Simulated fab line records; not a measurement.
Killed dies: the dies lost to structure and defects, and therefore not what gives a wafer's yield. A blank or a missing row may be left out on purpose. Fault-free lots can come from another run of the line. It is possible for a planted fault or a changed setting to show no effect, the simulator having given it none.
Which of the tools did it? | flow gf180mcu | 13 lots, 39 wafers sampled, at 1 step of a route of 602

## WHAT THE GAUGES SHOWED, per wafer
GF_V4_CD_MEAS_14: target cd 260 nm. Usual: cdNm at 260.4 nm, with a standard deviation of 1.5.
lot  | measured     | on       | cdNm (nm)         | flag
L201 | day 24 17:30 | cdSem-01 | 260.0 259.1 259.2 | 
L203 | day 26 09:48 | cdSem-01 | 258.3 258.7 257.8 | 
L205 | day 26 13:58 | cdSem-02 | 259.1 261.1 259.0 | 
L206 | day 26 19:51 | cdSem-01 | 257.7 258.1 257.4 | 
L209 | day 28 03:00 | cdSem-01 | 261.5 261.7 262.4 | 
L208 | day 28 04:59 | cdSem-01 | 259.3 259.2 260.2 | 
L211 | day 28 07:38 | cdSem-02 | 262.6 264.3 262.3 | 
L210 | day 28 08:55 | cdSem-01 | 260.8 259.8 260.2 | 
L212 | day 28 12:11 | cdSem-01 | 260.7 260.4 260.5 | 
L214 | day 29 06:33 | cdSem-01 | 259.8 260.2 258.8 | 
L221 | day 31 04:00 | cdSem-02 | 262.0 261.5 261.9 | 
L222 | day 31 11:08 | cdSem-01 | 262.1 263.5 263.8 | 
L223 | day 31 16:36 | cdSem-02 | 259.0 258.5 257.6 | 

## TOOL THAT RAN EACH LOT (tool first, then ch and the chambers of the sampled wafers, then the start)
Before these readings, the record contains no process step.

## AS READ BY THE TOOLS THEMSELVES (means over the sampled wafers that have a number; for cases with no such wafer, the mark the record gives instead)
The record holds no such reading with a usual standard deviation.

## THE ANSWER, worked out from the rows above alone
Rule: a lot is off if the mean of its wafers that have a number lies more than 3 standard deviations from the usual mean. A lot without any number at a reading at which 4 lots or more have one is off too. The other lots that the step has rows for count as sound. First the gauges in route order, then the tools' own readings, where a lot's mean is used as printed above. The first step at which some lot is off is used, and at that step the reading that is off furthest; a lot without a number counts as furthest.
None of the lots is off at any reading shown; this tells nothing.

## WHAT THE SIMULATOR PUT IN
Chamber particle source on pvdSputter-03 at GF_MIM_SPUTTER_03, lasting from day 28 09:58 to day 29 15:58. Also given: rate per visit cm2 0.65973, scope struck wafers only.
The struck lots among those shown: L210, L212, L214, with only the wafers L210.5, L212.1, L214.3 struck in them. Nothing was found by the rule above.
